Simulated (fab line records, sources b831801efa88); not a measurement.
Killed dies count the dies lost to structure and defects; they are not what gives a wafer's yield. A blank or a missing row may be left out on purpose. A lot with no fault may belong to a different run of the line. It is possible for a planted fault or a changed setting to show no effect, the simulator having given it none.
fab line records	flow sfq-line
[record] lots = 7	wafers = 18	last-day = 83
route steps=325 shown I6@270 M7@281 I7@296 M8@311
lots untouched by any fault: they come from a run of this same line in which no faults occurred
start-h: start of the lot's first displayed wafer, in hours after the record's first day	wait-h: hours from the lot's prior step to this one	" identical to the entry in the row above	L1.1+2: several wafers, shown together as one row	- no value present, or no start provided	* or withheld: withheld	< > ~ a bound
route shown NAME@n: NAME is a module with steps in the file, n the number in the route of the first one	usual: mean/standard deviation of fault-free wafers	same: alike in all rows	chamber/n: place in a boat	sites: per-site readings	_std_site: the values' standard deviation	_edge_site: outer sites' mean less inner sites'	radius-mm: how far each site lies from the wafer's centre	mask NAME#n: copy n	behind: the tool/chamber that last shaped the wafer	hold: what put the lot on hold/how long, in hours/how the hold closed	device: which transistor (n, p or np) failed to switch	end of line: at the end of the route, the tests of the same wafers	a step without rows: its recipe alone	killed: dies that structure and defects cost at the first sort, which is not the same as the wafer's yield	map: a wafer's dies, marking killed ones x, the rest . and places with no die _
set.NAME: setting as actually run; set.NAME@STEP: the setting as run at that earlier step	model.NAME: the simulator's own value behind a step, which no gauge read
lots at selected steps of the route; one table per step, one row per wafer
services: from which hour (start-h, from the record's first day; less than 0 if before it) a tool's chamber was out of use, for how many hours, and why
[[steps]]
[step SFQ_TRILAYER_I6_VIA_LITHO_COAT_174]
[recipe] resist = BARC	spin-rpm = 3000	resist-thk-nm = 62
[step SFQ_TRILAYER_I6_VIA_LITHO_COAT_169]
[recipe] resist = KrF	spin-rpm = 3000	resist-thk-nm = 650
[step SFQ_TRILAYER_I6_VIA_LITHO_SOFTBAKE_173]
[recipe] temp-c = withheld	time-s = withheld	resist = KrF
[step SFQ_TRILAYER_I6_VIA_LITHO_EXPOSE_170]
[recipe] mask-id = I6	na = 0.6	source-shape = conventional	sigma-outer = 0.65	target-cd-nm = 700	dose-mj = 21.3
[step SFQ_TRILAYER_I6_VIA_LITHO_PEB_172]
[recipe] peb-temp-c = 115	peb-time-s = 60	resist = KrF
[step SFQ_TRILAYER_I6_VIA_LITHO_DEVELOP_171]
[recipe] time-s = 60	resist = KrF
[step SFQ_I6_OVL_MEAS_942]
[usual] I6_OVL = 0/5.2
lot.wafer	tool	chamber	start-h	wait-h	I6_OVL[nm]
L967.4	overlay-02	-	1742.95	0.1	7
L967.6	"	-	"	"	9
L969.1	overlay-02	-	1751.34	0.1	18
L969.4	"	-	"	"	11
L970.3	overlay-02	-	1754.95	0.1	-2
L970.4	"	-	"	"	-1
L974.1	overlay-01	-	1858.63	0.1	-4
L974.4	"	-	"	"	0
L974.6	"	-	"	"	2
L978.1	overlay-02	-	1892.35	0.1	-5
L978.2	"	-	"	"	1
L978.6	"	-	"	"	-2
L979.3	overlay-01	-	1893.57	0.1	8
L979.4	"	-	"	"	6
L979.5	"	-	"	"	3
L980.1	overlay-01	-	1895.95	0.1	-4
L980.2	"	-	"	"	-6
L980.3	"	-	"	"	-2
[step SFQ_TRILAYER_I6_VIA_BARC_OPEN_VIA_ETCH_235]
[recipe] mask-material = PR	chemistry = O2	target-depth-nm = 125	target = BARC	source-w = 500	bias-w = 80	pressure-mtorr = 30	time-s = 41.7
[step SFQ_TRILAYER_I6_VIA_ETCH_VIA_ETCH_172]
[recipe] target = SiO2	stop-on = Nb	mask-material = PR	taper-deg = 20	chemistry = CHF3	target-depth-nm = 260	source-w = 500	bias-w = 80	pressure-mtorr = 30	time-s = withheld
[usual] drypump-motor-current-A = 5.6/0.44	oes-product-au = 0.854/0.0054
lot.wafer	tool	chamber	start-h	wait-h	drypump-motor-current-A	oes-product-au
L967.4	rie-diel-04	0	1743.01	0.0	6.1	0.850
L967.6	"	1	"	"	4.9	0.862
L969.1	rie-diel-02	2	1751.41	0.0	5.6	0.858
L969.4	"	1	"	"	5.1	0.847
L970.3	rie-diel-02	2	1755.01	0.0	5.6	0.849
L970.4	"	1	"	"	5.1	0.852
L974.1	rie-diel-02	3	1858.71	0.0	5.3	0.856
L974.4	"	0	"	"	6.4	0.848
L974.6	"	1	"	"	5.1	0.859
L978.1	rie-diel-02	2	1892.43	0.0	5.6	0.857
L978.2	"	0	"	"	6.3	0.854
L978.6	"	1	"	"	5.1	0.849
L979.3	rie-diel-04	1	1893.63	0.0	4.8	0.860
L979.4	"	3	"	"	5.6	0.852
L979.5	"	2	"	"	5.6	0.858
L980.1	rie-diel-01	2	1896.03	0.0	5.7	0.854
L980.2	"	1	"	"	5.8	0.850
L980.3	"	3	"	"	5.1	0.850
[step SFQ_TRILAYER_I6_VIA_STRIP_STRIP_173]
[recipe] gas = O2	power-w = 200	platen-temp-c = 40	overash-fraction = 0.65	chemistry = O2	pressure-mtorr = 50
[step SFQ_TRILAYER_I6_VIA_STRIP_SOLV_CLEAN_174]
[recipe] chemistry = NMP	temp-c = 70	time-s = 600
[step SFQ_TRILAYER_M7_DEP_PRE_CLEAN_176]
[recipe] gas = Ar	time-s = 22.5	bias-v = 250
[step SFQ_TRILAYER_M7_DEP_SPUTTER_175]
[recipe] material = Nb	base-pressure-pa = 1.33e-06	chamber-pressure-pa = 0.1333	substrate-temp-c = 20	target-thk-nm = 200	power-w = 2000	time-s = 133.3
[usual] base-pressure-pa = 1.34e-06/7.6e-08	throttle-valve-pct = 30.0/1.1
lot.wafer	tool	chamber	start-h	wait-h	base-pressure-pa	throttle-valve-pct	model.Nb_of_TRILAYER_M7_DEP_SPUTTER_175.thk-nm
L967.4	pvd-sputter-05	-	1743.94	0.0	1.36e-06	28.3	137.5
L967.6	"	-	"	"	1.32e-06	28.3	135
L969.1	pvd-sputter-05	-	1752.33	0.0	1.16e-06	31.1	201.7
L969.4	"	-	"	"	1.36e-06	27.9	137.2
L970.3	pvd-sputter-05	-	1756.10	0.0	1.3e-06	31.1	203.1
L970.4	"	-	"	"	1.41e-06	31.8	138
L974.1	pvd-sputter-03	-	1859.63	0.0	1.42e-06	29.4	200
L974.4	"	-	"	"	1.51e-06	30.6	200.1
L974.6	"	-	"	"	1.29e-06	30.3	199.6
L978.1	pvd-sputter-05	-	1893.35	0.0	1.3e-06	30.0	200.1
L978.2	"	-	"	"	1.37e-06	31.0	200.6
L978.6	"	-	"	"	1.54e-06	31.3	199.5
L979.3	pvd-sputter-06	-	1894.55	0.0	1.37e-06	29.3	199.2
L979.4	"	-	"	"	1.23e-06	29.6	198.9
L979.5	"	-	"	"	1.26e-06	29.0	200
L980.1	pvd-sputter-03	-	1897.55	0.0	1.47e-06	30.6	203.6
L980.2	"	-	"	"	1.3e-06	29.4	203.1
L980.3	"	-	"	"	1.24e-06	31.9	203.3
[step SFQ_M7_RS_MEAS_943]
[recipe] thk-meas-gauge = four-point-probe	reads = Nb_of_TRILAYER_M7_DEP_SPUTTER_175
[usual] M7_NB_RS = 0.886/0.0073
lot.wafer	tool	chamber	start-h	wait-h	M7_NB_RS[ohm/sq]
L967.4	film-metro-02	-	1744.09	0.1	1.302
L967.6	"	-	"	"	1.325
L969.1	film-metro-02	-	1752.42	0.0	0.881
L969.4	"	-	"	"	1.304
L970.3	film-metro-01	-	1756.23	0.1	0.875
L970.4	"	-	"	"	1.294
L974.1	film-metro-01	-	1859.72	0.0	0.889
L974.4	"	-	"	"	0.892
L974.6	"	-	"	"	0.893
L978.1	film-metro-02	-	1893.44	0.0	0.891
L978.2	"	-	"	"	0.888
L978.6	"	-	"	"	0.895
L979.3	film-metro-04	-	1894.68	0.1	0.893
L979.4	"	-	"	"	0.895
L979.5	"	-	"	"	0.890
L980.1	film-metro-04	-	1897.64	0.0	0.873
L980.2	"	-	"	"	0.876
L980.3	"	-	"	"	0.873
[step SFQ_TRILAYER_M7_LITHO_COAT_182]
[recipe] resist = BARC	spin-rpm = 3000	resist-thk-nm = 62
[step SFQ_TRILAYER_M7_LITHO_COAT_177]
[recipe] resist = KrF	spin-rpm = 3000	resist-thk-nm = 600
[step SFQ_TRILAYER_M7_LITHO_SOFTBAKE_181]
[recipe] temp-c = withheld	time-s = withheld	resist = KrF
[step SFQ_TRILAYER_M7_LITHO_EXPOSE_178]
[recipe] mask-id = M7	na = 0.6	source-shape = conventional	sigma-outer = 0.65	target-cd-nm = 500	dose-mj = 14.4
[step SFQ_TRILAYER_M7_LITHO_PEB_180]
[recipe] peb-temp-c = 115	peb-time-s = 60	resist = KrF
[step SFQ_TRILAYER_M7_LITHO_DEVELOP_179]
[recipe] time-s = 60	resist = KrF
[step SFQ_M7_OVL_MEAS_945]
[usual] M7_OVL = 2/5.1
lot.wafer	tool	chamber	start-h	wait-h	M7_OVL[nm]
L967.4	overlay-02	-	1750.15	0.1	-1
L967.6	"	-	"	"	-5
L969.1	overlay-02	-	1758.54	0.1	5
L969.4	"	-	"	"	11
L970.3	overlay-02	-	1763.35	0.1	4
L970.4	"	-	"	"	9
L974.1	overlay-02	-	1862.98	0.1	3
L974.4	"	-	"	"	1
L974.6	"	-	"	"	3
L978.1	overlay-02	-	1895.87	0.1	4
L978.2	"	-	"	"	-1
L978.6	"	-	"	"	11
L979.3	overlay-02	-	1899.48	0.1	10
L979.4	"	-	"	"	2
L979.5	"	-	"	"	5
L980.1	overlay-02	-	1901.87	0.1	9
L980.2	"	-	"	"	11
L980.3	"	-	"	"	1
[step SFQ_TRILAYER_M7_BARC_OPEN_METAL_ETCH_229]
[recipe] mask-material = PR	chemistry = O2	target-depth-nm = 125	target = BARC	icp-w = 600	bias-w = 80	pressure-mtorr = 10	time-s = 41.7
[step SFQ_TRILAYER_M7_ETCH_METAL_ETCH_180]
[recipe] target = Nb	stop-on = SiO2	mask-material = PR	chemistry = Cl2/Ar	target-depth-nm = 240	icp-w = 600	bias-w = 80	pressure-mtorr = 10	time-s = 120
[usual] drypump-motor-current-A = 5.9/0.53	oes-product-au = 0.896/0.0064
lot.wafer	tool	chamber	start-h	wait-h	drypump-motor-current-A	oes-product-au	rf-hours-counter-h
L967.4	rie-metal-02	1	1750.27	0.1	6.0	0.728	-
L967.6	"	0	"	"	6.6	0.722	-
L969.1	rie-metal-02	1	1758.63	0.0	6.0	0.895	84
L969.4	"	1	"	"	6.0	0.724	-
L970.3	rie-metal-04	0	1763.47	0.1	6.2	0.901	-
L970.4	"	1	"	"	5.3	0.734	-
L974.1	rie-metal-02	0	1863.08	0.0	6.6	0.893	48
L974.4	"	1	"	"	5.9	0.891	-
L974.6	"	1	"	"	5.9	0.893	-
L978.1	rie-metal-03	0	1895.96	0.0	6.0	0.896	113
L978.2	"	1	"	"	5.0	0.898	50
L978.6	"	1	"	"	5.0	0.891	-
L979.3	rie-metal-02	1	1899.60	0.1	5.9	0.893	-
L979.4	"	0	"	"	6.6	0.894	-
L979.5	"	0	"	"	6.6	0.901	-
L980.1	rie-metal-04	0	1901.96	0.0	6.2	0.903	95
L980.2	"	1	"	"	5.3	0.902	105
L980.3	"	1	"	"	5.3	0.908	-
[step SFQ_TRILAYER_M7_STRIP_STRIP_181]
[recipe] gas = O2	power-w = 200	platen-temp-c = 40	overash-fraction = 0.65	chemistry = O2	pressure-mtorr = 50
[usual] drypump-motor-current-A = 5.9/0.53	oes-product-au = 0.998/0.0097
lot.wafer	tool	chamber	start-h	wait-h	drypump-motor-current-A	oes-product-au	rf-hours-counter-h
L967.4	rie-metal-02	1	1750.56	0.2	5.9	0.991	-
L967.6	"	0	"	"	6.6	0.988	-
L969.1	rie-metal-02	1	1758.76	0.1	5.9	0.992	85
L969.4	"	1	"	"	5.9	0.989	-
L970.3	rie-metal-04	0	1763.76	0.2	6.2	0.993	-
L970.4	"	1	"	"	5.3	1.010	-
L974.1	rie-metal-02	0	1863.20	0.1	6.6	0.986	48
L974.4	"	1	"	"	5.9	0.984	-
L974.6	"	1	"	"	5.9	0.986	-
L978.1	rie-metal-03	0	1896.09	0.1	6.0	1.002	113
L978.2	"	1	"	"	5.0	1.001	50
L978.6	"	1	"	"	5.0	0.996	-
L979.3	rie-metal-02	1	1899.89	0.2	6.0	0.990	-
L979.4	"	0	"	"	6.6	0.989	-
L979.5	"	0	"	"	6.6	0.988	-
L980.1	rie-metal-04	0	1902.09	0.1	6.2	1.004	95
L980.2	"	1	"	"	5.3	1.015	105
L980.3	"	1	"	"	5.3	1.011	-
[step SFQ_TRILAYER_M7_STRIP_SOLV_CLEAN_182]
[recipe] chemistry = NMP	temp-c = 70	time-s = 600
[step SFQ_TRILAYER_I7_DEP_PECVD_183]
[recipe] material = SiO2	temp-c = 150	time-s = 111.11	pressure-torr = 2.4	rf-w = 183.3	precursor = SiH4/N2O	target-thk-nm = 500
[usual] heater-power-w = 81/14	throttle-valve-pct = 24.8/1.5
lot.wafer	tool	chamber	start-h	wait-h	heater-power-w	throttle-valve-pct
L967.4	pecvd-01	0	1751.17	0.0	111	25.6
L967.6	"	1	"	"	78	24.5
L969.1	pecvd-03	2	1759.53	0.0	76	27.1
L969.4	"	2	"	"	78	27.4
L970.3	pecvd-04	2	1764.33	0.0	84	23.9
L970.4	"	1	"	"	74	22.8
L974.1	pecvd-04	1	1863.98	0.0	81	23.1
L974.4	"	0	"	"	73	24.3
L974.6	"	2	"	"	68	24.2
L978.1	pecvd-01	2	1896.86	0.0	56	26.6
L978.2	"	0	"	"	115	25.7
L978.6	"	1	"	"	80	24.7
L979.3	pecvd-03	1	1900.46	0.0	80	23.6
L979.4	"	0	"	"	100	26.1
L979.5	"	2	"	"	79	28.1
L980.1	pecvd-04	2	1902.86	0.0	78	24.2
L980.2	"	1	"	"	78	23.0
L980.3	"	0	"	"	75	24.4
[step SFQ_TRILAYER_I7_CMP_CMP_184]
[recipe] material = SiO2	down-force-psi = 3	platen-rpm = 60	pad-velocity-m-s = 0.94248
[step SFQ_I7_BOW_MEAS_946]
[recipe] mode = bow
[usual] I7_BOW = 6/10
lot.wafer	tool	chamber	start-h	wait-h	I7_BOW[um]
L967.4	film-metro-03	-	1755.09	1.1	1
L967.6	"	-	"	"	14
L969.1	film-metro-02	-	1764.41	2.5	-13
L969.4	"	-	"	"	-5
L970.3	film-metro-01	-	1768.13	1.0	9
L970.4	"	-	"	"	23
L974.1	film-metro-01	-	1867.06	2.5	32
L974.4	"	-	"	"	18
L974.6	"	-	"	"	24
L978.1	film-metro-01	-	1899.94	1.5	-11
L978.2	"	-	"	"	9
L978.6	"	-	"	"	0
L979.3	film-metro-03	-	1903.58	2.5	8
L979.4	"	-	"	"	-8
L979.5	"	-	"	"	1
L980.1	film-metro-02	-	1906.28	1.0	0
L980.2	"	-	"	"	8
L980.3	"	-	"	"	4
[step SFQ_TRILAYER_I7_METRO_MEASURE_185]
[usual] thk-nm = 199.9/0.87
lot.wafer	tool	chamber	start-h	wait-h	thk-nm
L967.4	film-metro-03	-	1755.75	0.6	200.6
L967.6	"	-	"	"	200.0
L969.1	film-metro-02	-	1764.53	0.1	200.5
L969.4	"	-	"	"	200.5
L970.3	film-metro-01	-	1768.61	0.5	199.7
L970.4	"	-	"	"	197.7
L974.1	film-metro-01	-	1867.18	0.1	199.5
L974.4	"	-	"	"	199.8
L974.6	"	-	"	"	199.5
L978.1	film-metro-01	-	1900.06	0.1	200.8
L978.2	"	-	"	"	200.3
L978.6	"	-	"	"	198.3
L979.3	film-metro-03	-	1904.06	0.5	199.5
L979.4	"	-	"	"	201.6
L979.5	"	-	"	"	200.5
L980.1	film-metro-02	-	1906.40	0.1	200.2
L980.2	"	-	"	"	199.9
L980.3	"	-	"	"	199.3
[step SFQ_TRILAYER_I7_VIA_LITHO_COAT_192]
[recipe] resist = BARC	spin-rpm = 3000	resist-thk-nm = 62
[step SFQ_TRILAYER_I7_VIA_LITHO_COAT_187]
[recipe] resist = KrF	spin-rpm = 3000	resist-thk-nm = 650
[step SFQ_TRILAYER_I7_VIA_LITHO_SOFTBAKE_191]
[recipe] temp-c = withheld	time-s = withheld	resist = KrF
[step SFQ_TRILAYER_I7_VIA_LITHO_EXPOSE_188]
[recipe] mask-id = I7	na = 0.6	source-shape = conventional	sigma-outer = 0.65	target-cd-nm = 1000	dose-mj = 21.3
[step SFQ_TRILAYER_I7_VIA_LITHO_PEB_190]
[recipe] peb-temp-c = 115	peb-time-s = 60	resist = KrF
[step SFQ_TRILAYER_I7_VIA_LITHO_DEVELOP_189]
[recipe] time-s = 60	resist = KrF
[step SFQ_I7_OVL_MEAS_947]
[usual] I7_OVL = 3/6.2
lot.wafer	tool	chamber	start-h	wait-h	I7_OVL[nm]
L967.4	overlay-02	-	1762.15	0.1	3
L967.6	"	-	"	"	1
L969.1	overlay-02	-	1819.96	0.1	8
L969.4	"	-	"	"	16
L970.3	overlay-01	-	1825.97	0.1	3
L970.4	"	-	"	"	2
L974.1	overlay-01	-	1870.75	0.1	-4
L974.4	"	-	"	"	-7
L974.6	"	-	"	"	-2
L978.1	overlay-02	-	1910.27	0.1	5
L978.2	"	-	"	"	-3
L978.6	"	-	"	"	-6
L979.3	overlay-02	-	1912.68	0.1	8
L979.4	"	-	"	"	1
L979.5	"	-	"	"	6
L980.1	overlay-02	-	1915.07	0.1	18
L980.2	"	-	"	"	1
L980.3	"	-	"	"	15
[step SFQ_TRILAYER_I7_VIA_BARC_OPEN_VIA_ETCH_260]
[recipe] mask-material = PR	chemistry = O2	target-depth-nm = 125	target = BARC	source-w = 500	bias-w = 80	pressure-mtorr = 30	time-s = 41.7
[step SFQ_TRILAYER_I7_VIA_ETCH_VIA_ETCH_190]
[recipe] target = SiO2	stop-on = Nb	mask-material = PR	taper-deg = 20	chemistry = CHF3	target-depth-nm = 260	source-w = 500	bias-w = 80	pressure-mtorr = 30	time-s = withheld
[step SFQ_TRILAYER_I7_VIA_STRIP_STRIP_191]
[recipe] gas = O2	power-w = 200	platen-temp-c = 40	overash-fraction = 0.65	chemistry = O2	pressure-mtorr = 50
[usual] drypump-motor-current-A = 5.7/0.51	oes-product-au = 0.997/0.0082
lot.wafer	tool	chamber	start-h	wait-h	drypump-motor-current-A	oes-product-au	rf-hours-counter-h
L967.4	rie-metal-03	1	1762.52	-	5.0	1.001	-
L967.6	"	1	"	"	5.0	1.004	-
L969.1	rie-metal-03	1	1820.15	-	5.0	0.986	40
L969.4	"	0	"	"	6.0	0.998	-
L970.3	rie-metal-03	0	1826.35	-	5.9	0.998	-
L970.4	"	1	"	"	5.0	0.998	-
L974.1	rie-metal-02	0	1870.94	-	6.6	0.992	49
L974.4	"	1	"	"	5.9	0.989	-
L974.6	"	0	"	"	6.6	0.993	-
L978.1	rie-metal-01	0	1910.46	-	5.3	1.013	1
L978.2	"	1	"	"	5.7	1.012	124
L978.6	"	0	"	"	5.3	1.008	-
L979.3	rie-metal-02	1	1913.06	-	5.9	0.990	-
L979.4	"	0	"	"	6.6	0.980	-
L979.5	"	1	"	"	6.0	0.995	-
L980.1	rie-metal-02	1	1915.26	-	6.0	0.995	106
L980.2	"	0	"	"	6.6	0.985	56
L980.3	"	1	"	"	5.9	0.988	-
[step SFQ_TRILAYER_I7_VIA_STRIP_SOLV_CLEAN_192]
[recipe] chemistry = NMP	temp-c = 70	time-s = 600
[step SFQ_TRILAYER_M8_LITHO_LOR_COAT_197]
[recipe] resist = lift-off	spin-rpm = 3000
[step SFQ_M8_BOW_MEAS_951]
[recipe] mode = bow
[usual] M8_BOW = 6/11
lot.wafer	tool	chamber	start-h	wait-h	M8_BOW[um]	model.etest.m7.ohm-um	model.etest.i6.link-ohm	model.etest.m7.ohm-sq	model.etest.i7.link-ohm
L967.4	film-metro-03	-	1786.38	0.1	2	2.597	2.307	1.294	1.454
L967.6	"	-	"	"	15	2.65	2.335	1.318	1.478
L969.1	film-metro-03	-	1826.04	0.0	-13	1.765	1.872	0.8817	1.042
L969.4	"	-	"	"	-5	2.598	2.328	1.297	1.458
L970.3	film-metro-03	-	1906.93	0.0	9	1.75	1.858	0.8757	1.038
L970.4	"	-	"	"	24	2.568	2.313	1.289	1.45
L974.1	film-metro-03	-	1950.99	0.0	33	1.772	1.866	0.8895	1.051
L974.4	"	-	"	"	20	1.781	1.861	0.8888	1.049
L974.6	"	-	"	"	25	1.784	1.873	0.8912	1.052
L978.1	film-metro-03	-	1978.43	0.0	-9	1.782	1.869	0.8891	1.047
L978.2	"	-	"	"	12	1.783	1.865	0.8868	1.046
L978.6	"	-	"	"	2	1.782	1.869	0.8916	1.05
L979.3	film-metro-04	-	1980.86	0.0	8	1.787	1.869	0.8931	1.052
L979.4	"	-	"	"	-9	1.789	1.861	0.8943	1.057
L979.5	"	-	"	"	0	1.78	1.855	0.8895	1.05
L980.1	film-metro-01	-	1983.22	0.0	1	1.742	1.853	0.8735	1.035
L980.2	"	-	"	"	8	1.745	1.848	0.876	1.037
L980.3	"	-	"	"	3	1.739	1.85	0.875	1.036
[[services]]
tool	chamber	start-h	hours	kind
pecvd-04	2	1719.69	3.9	repair
pecvd-01	-	1719.84	2.8	pm
pecvd-01	-	1733.09	0.6	repair
film-metro-03	-	1733.93	1.0	pm
pecvd-04	2	1737.96	8.8	repair
film-metro-02	-	1750.67	1.6	pm
film-metro-01	-	1751.49	0.4	pm
pecvd-03	1	1759.04	3.6	repair
rie-metal-04	-	1761.46	1.6	repair
film-metro-03	-	1787.06	17.6	pm
film-metro-02	-	1788.86	0.7	pm
pecvd-01	2	1791.23	3.8	repair
pecvd-01	1	1791.54	6.3	repair
rie-diel-04	0	1802.91	2.8	repair
rie-diel-02	-	1810.16	0.1	repair
film-metro-01	-	1820.02	1.5	pm
pecvd-03	2	1826.39	5.7	repair
rie-metal-04	1	1828.89	28.8	repair
pecvd-04	-	1833.00	6.0	pm
rie-diel-02	1	1835.50	2.8	repair
rie-diel-04	0	1840.31	13.9	repair
film-metro-03	-	1843.41	13.4	repair
rie-diel-02	3	1860.08	5.5	repair
pvd-sputter-03	-	1914.67	1.7	repair
[[key]]
[first-sign] step = SFQ_M7_RS_MEAS_943	reading = M7_NB_RS	direction = up	sigmas = 58	usual = 0.886	struck = 1.306
[effect] step = SFQ_TRILAYER_M7_ETCH_METAL_ETCH_180	reading = oes-product-au	direction = down	sigmas = 26	usual = 0.896	struck = 0.727
[model-effect] step = SFQ_TRILAYER_M7_DEP_SPUTTER_175	value = Nb_of_TRILAYER_M7_DEP_SPUTTER_175.thk-nm	without = 200.9	struck = 136.9
[model-effect] step = SFQ_M8_BOW_MEAS_951	value = etest.m7.ohm-um	without = 1.774	struck = 2.603
met-at SFQ_TRILAYER_M7_DEP_SPUTTER_175
struck-wafers L967.4,L967.6,L969.4,L970.4
[fault] kind = process-parameter-drift	tool = pvd-sputter-05	chamber = -	onset-h = 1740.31	steps = SFQ_TRILAYER_M7_DEP_SPUTTER_175	channel = target-thk-nm	offset = -63.943	shape = step	end-h = 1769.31	scope = struck-wafers-only	acts-in = these-recipes-only	stated = 200
